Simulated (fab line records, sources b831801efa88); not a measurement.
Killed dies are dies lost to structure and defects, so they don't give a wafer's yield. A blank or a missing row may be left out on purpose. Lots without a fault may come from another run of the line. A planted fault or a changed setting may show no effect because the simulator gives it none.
One fault seen from 2 desks | flow sfq_line | each desk has only its own numbers; what lay behind them comes last

THE METROLOGY DESK
What the gauges read, lot by lot, whatever tool the lot ran on: means of the sampled wafers that have a number. A lot is out of limits, marked OUT, if its mean lies more than 4 standard deviations from the usual mean; the brackets give that distance.
Columns: A = I6_BOW at SFQ_I6_BOW_MEAS_941, usual 8 um
lot  | first seen here | A
L304 | day 69 01:35    | -11
L305 | day 69 04:37    | 13
L306 | day 69 04:42    | 26
L307 | day 69 07:42    | 10
L312 | day 71 02:17    | 10
L317 | day 72 17:02    | 23
L319 | day 72 22:51    | 5
L320 | day 73 01:51    | 17
L321 | day 74 20:51    | 22
L322 | day 75 00:52    | 7
L323 | day 75 11:04    | -11
L324 | day 75 18:42    | 0
L325 | day 76 20:01    | 10
This desk's finding: nothing out of limits on any of the 13 lots.

THE TOOL OWNER'S DESK: cmp-02
The tool's own readings at SFQ_TRILAYER_I0_CMP_CMP_028 (polishes SiO2): means of the sampled wafers that have a number, for each lot that ran on this tool. A lot is out of limits, marked OUT, if its mean lies more than 4 standard deviations from the usual mean; the brackets give that distance.
Columns: A = head_pressure_psi at SFQ_TRILAYER_I0_CMP_CMP_028, usual 3.000 psi; B = motor_current_A at SFQ_TRILAYER_I0_CMP_CMP_028, usual 9.3 A; C = platen_rpm at SFQ_TRILAYER_I0_CMP_CMP_028, usual 60.00 rpm; D = time_to_endpoint_s at SFQ_TRILAYER_I0_CMP_CMP_028, usual 213 s
lot  | first seen here | A     | B   | C     | D
L304 | day 12 08:13    | 3.005 | 9.4 | 59.98 | 211
L305 | day 12 19:26    | 2.999 | 9.5 | 60.00 | 220
L306 | day 13 01:41    | 3.000 | 8.7 | 59.99 | 206
L312 | day 14 22:49    | 2.996 | 9.1 | 60.00 | 192
L320 | day 18 13:42    | 2.997 | 8.8 | 60.04 | 202
L321 | day 19 02:47    | 2.999 | 9.8 | 59.99 | 212
L322 | day 19 09:22    | 3.005 | 9.3 | 59.96 | 207
L323 | day 19 19:05    | 3.004 | 9.2 | 59.98 | 218
L324 | day 20 03:36    | 3.002 | 8.7 | 60.00 | 210
L325 | day 20 13:12    | 3.003 | 8.8 | 60.00 | 213
This desk's finding: nothing out of limits on any of the 10 lots.

PUT TOGETHER
The metrology desk saw nothing out of limits.
The tool owner's desk saw nothing out of limits.

WHAT THE SIMULATOR HAD PUT IN
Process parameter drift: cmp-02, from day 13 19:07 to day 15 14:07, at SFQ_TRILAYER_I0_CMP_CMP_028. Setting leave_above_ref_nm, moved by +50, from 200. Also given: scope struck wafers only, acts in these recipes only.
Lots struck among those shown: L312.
